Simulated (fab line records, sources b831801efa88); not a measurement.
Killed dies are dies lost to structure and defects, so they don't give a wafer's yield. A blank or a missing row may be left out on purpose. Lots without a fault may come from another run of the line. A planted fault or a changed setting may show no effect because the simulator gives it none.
Chamber matching | flow gf180mcu | GF_STI_CMP_25 on cmp-01: 4 sister chambers
The step polishes, stops on Si3N4, t overpolish 33 s, target thk 524.6 nm. 4 wafers are shown with their chamber, then 6 later ones without.

WAFERS WITH THEIR CHAMBER
wafer  | chamber | motor_current_A (A)
L734.3 | 3       | 14.0
L739.3 | 2       | 10.9
L745.2 | 0       | 11.9
L745.4 | 1       | 9.7

WAFERS WITHOUT THEIR CHAMBER
wafer  | motor_current_A (A)
L748.2 | 14.1
L748.3 | 9.7
L748.5 | 11.9
L751.1 | 9.4
L751.5 | 11.0
L751.6 | 13.6

WHICH CHAMBER EACH WENT THROUGH
wafer  | from the rows above | in truth
L748.2 | 3                   | 3
L748.3 | 1                   | 1
L748.5 | 0                   | 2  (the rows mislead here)
L751.1 | 1                   | 1
L751.5 | 2                   | 2
L751.6 | 3                   | 3
Placed correctly: 5 of 6. Can't be placed from these rows: 0. Placed wrongly: 1.
How it was worked out, from the rows above alone: a wafer's distance from a chamber is the root of the sum, over the readings, of the square of ((its reading less the chamber's mean) divided by the reading's scatter). The wafer belongs to the nearest chamber; if the next one is less than 2 further off, it can't be placed. A chamber's mean is the mean of its shown wafers. The scatter: with one shown wafer a chamber, the root of the mean of the squares of how far each hidden wafer lies from its nearest shown one.
